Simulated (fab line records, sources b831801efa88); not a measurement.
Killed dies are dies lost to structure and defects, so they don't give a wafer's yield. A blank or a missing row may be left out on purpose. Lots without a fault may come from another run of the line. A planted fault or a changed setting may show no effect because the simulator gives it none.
A struck lot beside a sound one | flow gf180mcu | 19 steps out of a route of 602
Sound: wafers L274.2, L274.5, L274.6. Struck: wafers L291.2, L291.3, L291.4. The cause comes at the end.
At each step with rows: each side's tool, then ch and its chambers, then its first start. Under that, the readings that differ: sound wafers | struck wafers | difference of the means | sigmas: that difference in standard deviations of wafers without a fault.
alike: readings whose means differ by less than 2 such deviations, and words and numbers that are the same on both sides. not compared: withheld readings, readings that some wafer has no value for, bounds like >300 that may hide the same value, and numbers for which the record gives no deviation and whose values overlap.
The two part at a step that has a row with sigmas, a row that says differs or no value, or rows on one side only. Numbers that don't overlap but have no deviation are shown without sigmas and don't part them. A reading that every wafer of one side lacks parts them only if that side has two wafers or more.

first, 1 step without rows for these wafers: GF_V4_CVD_00 (deposits SiO2, target thk 600 nm, time 100 s).
GF_V4_THK_MEAS_01:
  sound on film_metro-02, day 23 23:51; struck on film_metro-01, day 29 05:38
  alike: V4_CVD_00_THK
GF_V4_CVD_02: deposits SiO2 from TEOS, target thk 850 nm, time 94.851 s.
  sound on pecvd-03 ch 0,1, day 23 23:54; struck on pecvd-01 ch 1,2, day 29 05:41
  alike: heater_power_outer_w, heater_power_w
GF_V4_THK_MEAS_03:
  sound on film_metro-01, day 23 23:59; struck on film_metro-02, day 29 05:46
  alike: V4_CVD_02_THK
GF_V4_CMP_04: polishes SiO2.
  sound on cmp-02 ch 0,1,2, day 24 00:08; struck on cmp-01 ch 0,2,3, day 29 05:49
  alike: motor_current_A, time_to_endpoint_s
GF_V4_BOW_MEAS_05:
  sound on film_metro-04, day 24 00:21; struck on film_metro-01, day 29 06:08
  alike: V4_BOW
then, 6 steps without rows for these wafers: GF_V4_DEHYDRATE_06 (time 60 s); GF_V4_HMDS_07 (prime time 60 s); GF_V4_COAT_08; GF_V4_COAT_09 (resist thk 1000 nm); GF_V4_SOFTBAKE_10 (time 60 s); GF_V4_EXPOSE_11 (exposes mask Via4, target cd 260 nm).
GF_V4_PEB_12: peb time 90 s.
  sound on litho_track-03 ch 0, day 24 21:21; struck on litho_track-03 ch 0, day 30 01:09
  reading                  | sound                | struck               | difference | sigmas
  heater_power_total_W (W) | 85.83 85.77 85.71    | 86.56 86.60 86.58    | +0.81      | +10
  plate_temp_C (C)         | 135.00 134.89 135.03 | 136.22 136.30 136.39 | +1.33      | +10
then, 1 step without rows for these wafers: GF_V4_DEVELOP_13 (develop time 60 s).
GF_V4_CD_MEAS_14: target cd 260 nm.
  sound on cd_sem-02, day 24 21:41; struck on cd_sem-01, day 30 01:29
  reading    | sound             | struck            | difference | sigmas
  cd_nm (nm) | 260.4 260.3 260.6 | 262.6 263.6 263.6 | +2.8       | +2
GF_V4_OVL_MEAS_15:
  sound on overlay-01, day 24 21:47; struck on overlay-01, day 30 01:35
  alike: V4_OVL
GF_V4_ETCH_16: etches BARC in N2/H2.
  sound on rie_diel-01 ch 2,3, day 24 21:49; struck on rie_diel-03 ch 0,1,3, day 30 01:37
  reading             | sound             | struck            | difference | sigmas
  model.V4.cd_nm (nm) | 260.9 260.5 261.2 | 262.4 263.5 263.3 | +2.2       |
  alike: drypump_motor_current_A, oes_product_au, throttle_valve_pct
GF_V4_ETCH_17: etches SiO2 in C4F8/O2/Ar, stops on TiN, target depth 630 nm.
  sound on rie_diel-01 ch 2,3; struck on rie_diel-03 ch 0,1,3
  reading             | sound             | struck            | difference | sigmas
  model.V4.cd_nm (nm) | 260.7 261.3 261.3 | 262.8 263.7 263.4 | +2.2       |
  alike: oes_product_au
GF_V4_STRIP_18: strips in O2/N2.
  sound on plasma_asher-01 ch 0,1, day 24 21:57; struck on plasma_asher-04 ch 0,1, day 30 01:45
  alike: drypump_motor_current_A, heater_power_w, oes_product_au
  not compared: rf_hours_counter_h

WHERE THEY PART
First at GF_V4_PEB_12; last, within this record, at GF_V4_CD_MEAS_14. Later steps at which nothing parts them and some readings are alike: GF_V4_OVL_MEAS_15, GF_V4_ETCH_16, GF_V4_ETCH_17, GF_V4_STRIP_18.

WHY: what the simulator had put in
Process parameter drift: litho_track-03, from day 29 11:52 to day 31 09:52, at GF_V4_PEB_12. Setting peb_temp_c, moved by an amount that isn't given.
